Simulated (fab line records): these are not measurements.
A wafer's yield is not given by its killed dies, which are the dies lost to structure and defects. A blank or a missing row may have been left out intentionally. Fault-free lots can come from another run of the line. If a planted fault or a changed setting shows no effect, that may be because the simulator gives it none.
What tool caused it? ; flow sky130 ; Sampling: 12 lots, 36 wafers, 2 of 708 route steps

## WHAT THE GAUGES READ, wafer by wafer
SKY_LDD_LDN_TW_MEAS_13.
lot;measured;on;LDD_LDN_TW
L241;day 22 21:58;film_metro-03;1490 1489 1487
L242;day 23 16:19;film_metro-01;1502 1496 1495
L244;day 24 03:06;film_metro-03;1498 1488 1485
L246;day 24 21:11;film_metro-01;1494 1499 1493
L247;day 25 05:47;film_metro-03;1491 1491 1487
L249;day 25 19:22;film_metro-04;1475 1467 1474
L256;day 28 15:33;film_metro-03;1429 1424 1423
L257;day 28 21:44;film_metro-04;1431 1430 1426
L258;day 29 01:06;film_metro-03;1431 1435 1425
L261;day 30 01:05;film_metro-03;1494 1493 1481
L262;day 30 06:53;film_metro-03;1489 1493 1492
L263;day 30 10:56;film_metro-04;1493 1487 1492

## WHAT TOOL EACH LOT RAN ON (gives the tool, then ch and the chambers of the sampled wafers, and finally the start)
lot;SKY_LDD_LDN_IMPLANT_11
L241;implanter-01 ch 0, day 22 21:44
L242;implanter-03 ch 0, day 23 16:05
L244;implanter-04 ch 0, day 24 02:52
L246;implanter-01 ch 0, day 24 20:56
L247;implanter-01 ch 0, day 25 05:32
L249;implanter-03 ch 0, day 25 19:07
L256;implanter-01 ch 0, day 28 15:19
L257;implanter-01 ch 0, day 28 21:29
L258;implanter-01 ch 0, day 29 00:52
L261;implanter-04 ch 0, day 30 00:50
L262;implanter-04 ch 0, day 30 06:38
L263;implanter-03 ch 0, day 30 10:41
- SKY_LDD_LDN_IMPLANT_11

## AS READ BY THE TOOLS THEMSELVES (means over the sampled wafers that have a number; for cases with no such wafer, the mark the record gives instead)
SKY_LDD_LDN_IMPLANT_11.
lot;tool;beam_on_s (s);dose_ions_cm2;faraday_current_uA
L241;implanter-01;10.01;1.2503e+13;70.4
L242;implanter-03;9.96;1.2501e+13;70.8
L244;implanter-04;10.16;1.2517e+13;69.4
L246;implanter-01;9.92;1.2477e+13;71.0
L247;implanter-01;9.99;1.2490e+13;70.6
L249;implanter-03;10.03;1.2512e+13;70.2
L256;implanter-01;9.97;6.0190e+12;33.9
L257;implanter-01;9.95;5.9940e+12;34.0
L258;implanter-01;9.98;6.0250e+12;33.9
L261;implanter-04;9.84;1.2517e+13;71.5
L262;implanter-04;9.95;1.2502e+13;70.8
L263;implanter-03;10.16;1.2489e+13;69.3

## THE ANSWER, worked out from the rows above alone
Rule: the usual values come from the lots themselves. Put in order of their means at a reading, lots are off if they are a third of the lots or fewer, leave a main group of 4 or more, and stand apart from it by a gap of 3 or more times the standard deviation of the main group's means; of several such gaps the widest counts. Not used: any main group whose means are identical at the precision the tables above print for the reading. Also off: a lot with no number at a reading for which 4 or more lots have one. Any other lot the step has rows for is counted as sound. Order of review: gauges by route order, followed by the tools' own readings, for which a lot's mean as printed above is used. The first step at which some lot is off is used, and at that step the reading that is off furthest; a lot without a number counts as furthest.
Off: L256, L257, L258, at SKY_LDD_LDN_TW_MEAS_13 (LDD_LDN_TW). Main group: mean 1489, sd 6.8.
A tool fits if, at a process step before that reading, it ran every lot that is off, and no sound lot after the first of them. The gauges at SKY_LDD_LDN_TW_MEAS_13 aren't tried: what is off there is off at SKY_LDD_LDN_IMPLANT_11 too, on other tools, and a gauge's error can't cause that. One fits: SKY_LDD_LDN_IMPLANT_11 on implanter-01. Its last sound lot is L247 (day 25 05:32), its first lot that is off L256 (day 28 15:19): a fault that began between those two fits.
The tool's own readings at SKY_LDD_LDN_IMPLANT_11 bear it out: on the lots that are off they differ by more than 5 times the standard deviation of the sound lots' means. dose_ions_cm2 reads 6.0127e+12 there against 1.2501e+13 on the sound lots; faraday_current_uA reads 33.9 there against 70.4 on the sound lots.

## WHAT THE SIMULATOR PUT IN
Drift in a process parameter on implanter-01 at SKY_LDD_LDN_IMPLANT_11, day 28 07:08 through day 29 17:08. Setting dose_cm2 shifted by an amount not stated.
Struck lots among those shown: L256, L257, L258. The rule above found the same.
